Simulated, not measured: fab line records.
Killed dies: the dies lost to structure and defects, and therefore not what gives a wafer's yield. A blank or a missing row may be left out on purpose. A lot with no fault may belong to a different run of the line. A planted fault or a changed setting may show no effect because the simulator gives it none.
Check of tool commonality -- flow sky130 -- Lots sampled 8, wafers sampled 30

== REASON FOR OPENING ==
SKY_PWDE_TW_MEAS_10, reading PWDE_TW: flagged on 2 of 8 lots. Fault-free wafers read 374.7, with a standard deviation of 1.6.
Rule: a lot is flagged when every wafer of it that has a number lies more than 4 standard deviations from that mean, or none has a number. The other lots count as sound.

lot,measured,on,"PWDE_TW, wafer by wafer",flag
L412,day 3 23:40,film metro-01,373.3 371.7 370.2,
L413,day 4 05:59,film metro-03,375.7 376.0 373.8,
L414,day 4 07:27,film metro-03,376.6 375.2 375.0,
L415,day 4 14:01,film metro-03,373.7 374.4 376.4,
L419,day 5 14:02,film metro-03,375.7 375.9 377.2,
L420,day 5 20:36,film metro-02,375.6 374.2 374.7,
L423,day 6 09:00,film metro-03,719.5 726.5 721.4 717.4 721.1 714.6,FLAGGED
L424,day 6 20:54,film metro-02,713.5 718.0 719.0 717.4 716.0 717.8,FLAGGED
Flagged lots average 718.5: +343.8 relative to the usual, that is +99 or more standard deviations.

== WHICH TOOL EACH LOT WENT THROUGH ==
The record keeps 1 process step preceding the reading, out of 708 steps on the route. In each cell: the tool, then ch and the chambers that the sampled wafers went through, then the start.
lot,flag,SKY_PWDE_IMPLANT_08
L412,,"implanter-02 ch 0, day 3 23:25"
L413,,"implanter-04 ch 0, day 4 05:44"
L414,,"implanter-04 ch 0, day 4 07:12"
L415,,"implanter-01 ch 0, day 4 13:49"
L419,,"implanter-02 ch 0, day 5 13:49"
L420,,"implanter-02 ch 0, day 5 20:21"
L423,FLAGGED,"implanter-02 ch 0, day 6 08:45"
L424,FLAGGED,"implanter-04 ch 0, day 6 20:40"
These steps, and what they do:
- SKY_PWDE_IMPLANT_08
- SKY_PWDE_TW_MEAS_10

== FLAGGED AGAINST TOTAL, ONE TOOL AT A TIME (gauges that did the reading follow at the end) ==
step,tool,lots run,flagged,share of the flagged lots,sound lots run after its first flagged lot
SKY_PWDE_IMPLANT_08,implanter-01,1,0,none,-
SKY_PWDE_IMPLANT_08,implanter-02,4,1,some,0
SKY_PWDE_IMPLANT_08,implanter-04,3,1,some,0
SKY_PWDE_TW_MEAS_10,film metro-01,1,0,none,-
SKY_PWDE_TW_MEAS_10,film metro-02,2,1,some,0
SKY_PWDE_TW_MEAS_10,film metro-03,5,1,some,0

== WHAT IS ALLOWED BY THE TABLE ==
No row of the table ran every flagged lot.

== WHAT WAS PUT IN BY THE SIMULATOR ==
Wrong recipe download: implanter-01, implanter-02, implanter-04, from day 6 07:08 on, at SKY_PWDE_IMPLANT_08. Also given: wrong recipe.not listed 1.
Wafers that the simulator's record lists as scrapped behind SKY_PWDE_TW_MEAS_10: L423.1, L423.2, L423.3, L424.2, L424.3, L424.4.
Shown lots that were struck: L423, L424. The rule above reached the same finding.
